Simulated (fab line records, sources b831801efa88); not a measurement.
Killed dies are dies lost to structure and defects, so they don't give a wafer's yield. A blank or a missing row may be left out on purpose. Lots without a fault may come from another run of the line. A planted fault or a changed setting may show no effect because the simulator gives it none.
Which tool did it? | flow sky130 | 10 lots, 30 wafers sampled, at 5 steps of a route of 708

WHAT THE GAUGES READ, wafer by wafer
SKY_VIA4_OVL_MEAS_11.
lot  | measured     | on         | VIA4_OVL (nm)
L304 | day 44 09:19 | overlay-01 | 1.7 1.3 1.4
L309 | day 44 17:10 | overlay-01 | -1.0 -1.1 -1.3
L314 | day 46 07:07 | overlay-01 | 0.6 -0.2 -0.4
L318 | day 47 06:52 | overlay-02 | 0.7 1.5 1.9
L319 | day 47 09:49 | overlay-01 | 1.3 2.2 0.3
L321 | day 47 18:47 | overlay-01 | 2.2 1.9 0.2
L323 | day 48 02:01 | overlay-01 | 0.5 0.1 1.5
L324 | day 48 02:47 | overlay-01 | 1.4 -0.1 -0.1
L325 | day 48 14:20 | overlay-01 | -1.7 -1.8 -0.1
L326 | day 48 19:26 | overlay-02 | -0.9 -2.7 0.1

SKY_VIA4_THK_MEAS_20: measures by xrf.
lot  | measured     | on            | VIA4_W_THK (nm)
L304 | day 44 10:24 | film_metro-02 | 513 527 524
L309 | day 44 18:13 | film_metro-02 | 529 517 527
L314 | day 46 08:14 | film_metro-02 | 517 514 517
L318 | day 47 08:16 | film_metro-03 | 507 508 515
L319 | day 47 10:52 | film_metro-03 | 503 514 522
L321 | day 47 19:50 | film_metro-02 | 518 527 512
L323 | day 48 03:04 | film_metro-02 | 521 519 529
L324 | day 48 04:20 | film_metro-03 | 516 505 515
L325 | day 48 15:25 | film_metro-03 | 507 510 519
L326 | day 48 20:32 | film_metro-03 | 508 511 511

SKY_METAL5_RS_MEAS_05: measures by four-point-probe.
lot  | measured     | on            | METAL5_ALCU_RS (ohm/sq)
L304 | day 44 10:56 | film_metro-01 | 0.02704 0.02717 0.02702
L309 | day 44 18:44 | film_metro-04 | 0.0269 0.02652 0.02679
L314 | day 46 12:17 | film_metro-01 | 0.02744 0.02733 0.02739
L318 | day 47 08:59 | film_metro-01 | 0.02691 0.02698 0.02679
L319 | day 47 11:23 | film_metro-01 | 0.02686 0.02676 0.02665
L321 | day 47 20:22 | film_metro-04 | 0.01925 0.01922 0.01928
L323 | day 48 03:35 | film_metro-01 | 0.01929 0.01941 0.01926
L324 | day 48 04:55 | film_metro-03 | 0.02696 0.02695 0.02694
L325 | day 48 15:56 | film_metro-04 | 0.0273 0.02735 0.02727
L326 | day 48 21:04 | film_metro-04 | 0.02694 0.02708 0.02703

SKY_METAL5_THK_MEAS_06: measures by xrf.
lot  | measured     | on            | METAL5_ALCU_THK (nm)
L304 | day 44 11:03 | film_metro-01 | 1189 1172 1178
L309 | day 44 18:52 | film_metro-04 | 1179 1191 1180
L314 | day 46 12:24 | film_metro-01 | 1152 1166 1158
L318 | day 47 09:07 | film_metro-01 | 1186 1173 1189
L319 | day 47 11:31 | film_metro-01 | 1173 1176 1184
L321 | day 47 20:28 | film_metro-04 | 1641 1640 1631
L323 | day 48 03:42 | film_metro-01 | 1640 1646 1648
L324 | day 48 05:02 | film_metro-03 | 1169 1168 1170
L325 | day 48 16:03 | film_metro-04 | 1150 1153 1156
L326 | day 48 21:10 | film_metro-04 | 1170 1167 1166

WHICH TOOL RAN EACH LOT (tool, then ch and the chambers of the sampled wafers, then the start)
lot  | SKY_METAL5_SPUTTER_02
L304 | pvd_sputter-01, day 44 10:48
L309 | pvd_sputter-04, day 44 18:37
L314 | pvd_sputter-03, day 46 12:09
L318 | pvd_sputter-03, day 47 08:52
L319 | pvd_sputter-04, day 47 11:16
L321 | pvd_sputter-03, day 47 20:14
L323 | pvd_sputter-03, day 48 03:28
L324 | pvd_sputter-01, day 48 04:47
L325 | pvd_sputter-04, day 48 15:48
L326 | pvd_sputter-04, day 48 20:55
- SKY_METAL5_SPUTTER_02: material AlCu, target thk 1150 nm, time 61.2 s.

WHAT THE TOOLS THEMSELVES READ (means of the sampled wafers that have a number; where no wafer has one, the mark that the record gives instead)
SKY_METAL5_SPUTTER_02.
lot  | tool           | throttle_valve_pct (%)
L304 | pvd_sputter-01 | 29.9
L309 | pvd_sputter-04 | 30.8
L314 | pvd_sputter-03 | 29.2
L318 | pvd_sputter-03 | 30.1
L319 | pvd_sputter-04 | 30.7
L321 | pvd_sputter-03 | 29.4
L323 | pvd_sputter-03 | 29.3
L324 | pvd_sputter-01 | 30.6
L325 | pvd_sputter-04 | 29.8
L326 | pvd_sputter-04 | 30.3

THE ANSWER, worked out from the rows above alone
Rule: what is usual is taken from the lots themselves. Put in order of their means at a reading, lots are off if they are a third of the lots or fewer, leave a main group of 4 or more, and stand apart from it by a gap of 3 or more times the standard deviation of the main group's means; of several such gaps the widest counts. A main group whose means are all the same, to the digits that the tables above print for the reading, isn't used. A lot without any number at a reading at which 4 lots or more have one is off too. The other lots that the step has rows for count as sound. The gauges are gone through in route order, then the tools' own readings, and for those a lot's mean is taken as printed above. The first step at which some lot is off is used, and at that step the reading that is off furthest; a lot without a number counts as furthest.
Off: L321, L323, at SKY_METAL5_RS_MEAS_05 (METAL5_ALCU_RS). The main group: mean 0.02702 ohm/sq, standard deviation 0.00022.
A tool fits if, at a process step before that reading, it ran every lot that is off, and no sound lot after the first of them. The gauges at SKY_METAL5_RS_MEAS_05 are tried like those tools. One fits: pvd_sputter-03 at SKY_METAL5_SPUTTER_02. Its last sound lot is L318 (day 47 08:52), its first lot that is off L321 (day 47 20:14): a fault that began between those two fits.

WHAT THE SIMULATOR HAD PUT IN
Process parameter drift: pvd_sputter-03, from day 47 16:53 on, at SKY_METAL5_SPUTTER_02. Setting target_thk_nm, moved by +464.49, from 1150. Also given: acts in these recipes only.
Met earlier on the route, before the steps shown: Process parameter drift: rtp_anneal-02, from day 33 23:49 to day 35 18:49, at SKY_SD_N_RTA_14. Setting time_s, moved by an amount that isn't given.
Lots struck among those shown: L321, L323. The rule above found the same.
